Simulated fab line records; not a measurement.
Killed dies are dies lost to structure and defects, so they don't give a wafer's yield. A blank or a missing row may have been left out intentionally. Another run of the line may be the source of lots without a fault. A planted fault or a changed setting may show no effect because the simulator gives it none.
A lot that was struck, set against a sound lot + flow sky130 + 36 out of 708 route steps
Sound: the wafers L444.1, L444.4, L444.5. Struck: wafers L457.2, L457.6 (left out: L457.5, a lot-mate that was not struck); the cause follows at the end.
Each step with rows lists, per side, the tool, then ch with its chambers, then its first start. Under that, the readings that differ: sound wafers + struck wafers + difference of the means + sigmas: that difference in standard deviations of wafers without a fault.
alike: words and numbers the same on both sides, and readings whose means are apart by under 2 such deviations; not compared: readings that were withheld, readings missing a value for some wafer, numbers with overlapping values and no deviation given by the record, and bounds like >300 which may hide the same value.
The two part at a step that has a row with sigmas, a row that says differs or no value, or rows on one side only. Non-overlapping numbers with no deviation appear without sigmas and do not part them. A reading that every wafer of one side lacks parts them only if that side has two wafers or more.

first, 10 steps without rows for these wafers: SKY_METAL4_HMDS_06 (prime time 60 s); SKY_METAL4_COAT_07 (resist thk 60 nm); SKY_METAL4_COAT_08 (resist thk 1140 nm); SKY_METAL4_SOFTBAKE_09 (time 90 s); SKY_METAL4_EXPOSE_10 (exposes mask MM4, target cd 300 nm); SKY_METAL4_PEB_11; SKY_METAL4_DEVELOP_12 (develop time 60 s); SKY_METAL4_DESCUM_15 (chemistry O2, time 8 s); SKY_METAL4_ETCH_16 (etches BARC in N2/H2, stops on SiO2, time 88.2 s, target depth 60 nm); SKY_METAL4_ETCH_17 (etches SiO2 in C4F8/O2/Ar, stops on TiN, time 3.9 s, target depth 15 nm).
SKY_METAL4_METAL_ETCH_18: etches the open film in Cl2/BCl3, stops on SiO2, target depth 845 nm, time 183.1 s.
  sound on rie_metal-03 ch 0,1, day 43 00:43; struck on rie_metal-03 ch 1, day 46 20:54
  alike: drypump_motor_current_A, oes_product_au, throttle_valve_pct
  not compared: rf_hours_counter_h
then, 24 steps without rows for these wafers: SKY_METAL4_STRIP_19 (strips in O2/N2); SKY_METAL4_STRIP_20 (strips in post etch residue remover, time 1200 s); SKY_METAL4_CLEAN_21 (cleans in IPA, time 180 s); SKY_METAL4_CLEAN_22 (cleans in O3/DIW); SKY_VIA4_HDPCVD_00 (deposits SiO2, target thk 1750 nm, time 291.7 s); SKY_VIA4_CMP_02 (polishes SiO2); SKY_VIA4_DEHYDRATE_04 (time 60 s); SKY_VIA4_HMDS_05 (prime time 60 s); SKY_VIA4_COAT_06 (resist thk 1140 nm); SKY_VIA4_SOFTBAKE_07 (time 60 s); SKY_VIA4_EXPOSE_08 (exposes mask VIM4, target cd 800 nm); SKY_VIA4_PEB_09; SKY_VIA4_DEVELOP_10 (develop time 60 s); SKY_VIA4_ETCH_12 (etches SiO2 in C4F8/O2/Ar, stops on TiN, target depth 580 nm); SKY_VIA4_STRIP_13 (strips in O2/N2); SKY_VIA4_STRIP_14 (strips in post etch residue remover, time 1200 s); SKY_VIA4_CLEAN_15 (cleans in IPA, time 180 s); SKY_VIA4_CLEAN_16 (cleans in O3/DIW); SKY_VIA4_SPUTTER_17 (material TiN, target thk 20 nm, time 80 s); SKY_VIA4_CVD_18 (deposits W, target thk 505 nm, time 152.14 s); SKY_VIA4_CMP_21 (polishes, stops on SiO2, t overpolish 25 s, target thk 0 nm); SKY_METAL5_SPUTTER_00 (material Ti, target thk 15 nm, time 10 s); SKY_METAL5_SPUTTER_01 (material TiN, target thk 20 nm, time 17.17 s); SKY_METAL5_SPUTTER_02 (material AlCu, target thk 1150 nm, time 61.2 s).
-- the record jumps here: 3 days lie between the struck wafers' starts before and after (it left off in module METAL5 and takes up again in module PAD_OPEN, whose first step shown is number 708 of the route) --
SKY_PAD_OPEN_PROBE_99:
  sound on prober-02, day 46 21:46; struck on prober-02, day 50 03:40
| reading                               | sound             | struck                                              | difference                   | sigmas |
|---------------------------------------|-------------------|-----------------------------------------------------|------------------------------|--------|
| hold                                  | - - -             | await_dispo/10.7h/release await_dispo/10.7h/release | no value on the sound wafers |        |
| defect_limited_yield (%)              | 80.5 84.3 82.5    | 76.2 75.0                                           | -6.8                         | -4     |
| killed_at_M4_up                       | 5 6 7             | 47 47                                               | +41                          | +22    |
| killed_dies                           | 96 77 86          | 117 123                                             | +34                          | +4     |
| sort_bin_3_pad_short (%)              | 1.2 0.8 1.0       | 3.5 1.6                                             | +1.5                         | +3     |
| sort_bin_5_function (%)               | 11.6 9.1 10.8     | 15.0 17.5                                           | +5.8                         | +4     |
| sort_n_pass                           | 396 415 406       | 375 369                                             | -34                          | -4     |
| sort_yield_pct (%)                    | 80.5 84.3 82.5    | 76.2 75.0                                           | -6.8                         | -4     |
| model.etest.tester.sort_n_pass        | 396 415 406       | 375 369                                             | -34                          |        |
| model.etest.tester.sort_yield_pct (%) | 80.49 84.35 82.52 | 76.22 75                                            | -6.84                        |        |
| model.etest.tester.sort_bin_5_pct (%) | 11.59 9.146 10.77 | 15.04 17.48                                         | +5.76                        |        |
| model.etest.tester.sort_bin_3_pct (%) | 1.22 0.813 1.016  | 3.455 1.626                                         | +1.524                       |        |
  alike: killed_at_M0_to_M3, killed_at_contacts, killed_at_front_end, killed_at_other, killed_open, killed_short, sort_bin_6_memory

## WHERE THEY PART
Only at SKY_PAD_OPEN_PROBE_99, as far as this record shows.

WHY: what had been put in by the simulator
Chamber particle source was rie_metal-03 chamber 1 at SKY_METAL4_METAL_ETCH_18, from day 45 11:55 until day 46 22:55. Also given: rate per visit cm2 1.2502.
